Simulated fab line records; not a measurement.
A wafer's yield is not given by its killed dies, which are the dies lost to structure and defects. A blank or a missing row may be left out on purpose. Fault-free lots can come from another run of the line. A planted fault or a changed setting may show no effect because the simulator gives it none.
Tool commonality check | flow sky130 | Sampled: 13 lots, 39 wafers

## REASON FOR OPENING
At SKY_VT_ADJUST_HVTP_TW_MEAS_11 the reading VT_ADJUST_HVTP_TW is flagged on 1 of 13 lots. Wafers without a fault read 1338, standard deviation 6.
Rule: flag the lot when none of its wafers has a number, or when each of its wafers that has one lies beyond 4 standard deviations from that mean. The rest of the lots are taken to be sound.

lot  | measured     | on            | VT_ADJUST_HVTP_TW, wafer by wafer | flag
L990 | day 6 06:58  | film-metro-01 | 1341 1343 1335                    |
L991 | day 6 20:30  | film-metro-04 | 1338 1339 1340                    |
L993 | day 7 04:45  | film-metro-02 | 1346 1337 1341                    |
L992 | day 7 05:02  | film-metro-02 | 1338 1339 1345                    |
L994 | day 7 11:59  | film-metro-02 | 1335 1341 1337                    |
L999 | day 8 12:07  | film-metro-01 | 30 29 30                          | FLAGGED
L107 | day 10 11:20 | film-metro-02 | 1339 1340 1344                    |
L108 | day 10 18:48 | film-metro-04 | 1348 1355 1341                    |
L109 | day 11 01:56 | film-metro-04 | 1325 1329 1324                    |
L110 | day 11 10:42 | film-metro-02 | 1337 1335 1338                    |
L111 | day 11 13:44 | film-metro-01 | 1340 1339 1336                    |
L112 | day 12 00:04 | film-metro-04 | 1340 1345 1342                    |
L113 | day 12 06:59 | film-metro-04 | 1343 1336 1335                    |
Flagged lots average 30: -1308 relative to the usual, that is -99 or more standard deviations.

## LOT BY LOT: THE TOOL USED
The record holds 1 process step before the reading, out of a route of 708 steps. Each cell gives the tool, then ch followed by the chambers the sampled wafers passed through, then the start.
lot  | flag    | SKY_VT_ADJUST_HVTP_EXPOSE_04
L990 |         | iline-stepper-01 ch 0, day 5 20:52
L991 |         | iline-stepper-02 ch 0, day 6 10:19
L993 |         | iline-stepper-02 ch 0, day 6 18:28
L992 |         | iline-stepper-02 ch 0, day 6 18:40
L994 |         | iline-stepper-01 ch 0, day 7 02:16
L999 | FLAGGED | iline-stepper-01 ch 0, day 8 01:43
L107 |         | iline-stepper-01 ch 0, day 9 23:58
L108 |         | iline-stepper-02 ch 0, day 10 07:14
L109 |         | iline-stepper-01 ch 0, day 10 13:53
L110 |         | iline-stepper-01 ch 0, day 10 23:20
L111 |         | iline-stepper-01 ch 0, day 11 02:42
L112 |         | iline-stepper-01 ch 0, day 11 11:13
L113 |         | iline-stepper-02 ch 0, day 11 18:36
These steps, and what they do:
- SKY_VT_ADJUST_HVTP_EXPOSE_04: exposes mask HVTPM, target cd 380 nm.
- SKY_VT_ADJUST_HVTP_TW_MEAS_11

## FLAGGED OVER TOTAL, TOOL BY TOOL (the gauges that took the reading come last)
step                          | tool             | lots run | flagged | share of the flagged lots | sound lots run after its first flagged lot
SKY_VT_ADJUST_HVTP_EXPOSE_04  | iline-stepper-01 | 8        | 1       | all                       | 5 (L107,L109,L110,L111,L112)
SKY_VT_ADJUST_HVTP_EXPOSE_04  | iline-stepper-02 | 5        | 0       | none                      | -
SKY_VT_ADJUST_HVTP_TW_MEAS_11 | film-metro-01    | 3        | 1       | all                       | 1 (L111)
SKY_VT_ADJUST_HVTP_TW_MEAS_11 | film-metro-02    | 5        | 0       | none                      | -
SKY_VT_ADJUST_HVTP_TW_MEAS_11 | film-metro-04    | 5        | 0       | none                      | -

## THE TABLE: WHAT IT ALLOWS
Every flagged lot went through 2 rows of the table: iline-stepper-01 at SKY_VT_ADJUST_HVTP_EXPOSE_04 and film-metro-01 at SKY_VT_ADJUST_HVTP_TW_MEAS_11.
- iline-stepper-01 at SKY_VT_ADJUST_HVTP_EXPOSE_04 ran 8 lots, 1 of them flagged. Sound lots ran on it after the first flagged one (L107, L109, L110, L111, L112), which a lasting fault on the whole tool wouldn't allow.
- film-metro-01 at SKY_VT_ADJUST_HVTP_TW_MEAS_11 ran 3 lots, 1 of them flagged. Sound lots ran on it after the first flagged one (L111), which a lasting fault on the whole tool wouldn't allow.
Every row of the table either missed a flagged lot or ran a sound lot after the first.

## WHAT THE SIMULATOR PUT IN
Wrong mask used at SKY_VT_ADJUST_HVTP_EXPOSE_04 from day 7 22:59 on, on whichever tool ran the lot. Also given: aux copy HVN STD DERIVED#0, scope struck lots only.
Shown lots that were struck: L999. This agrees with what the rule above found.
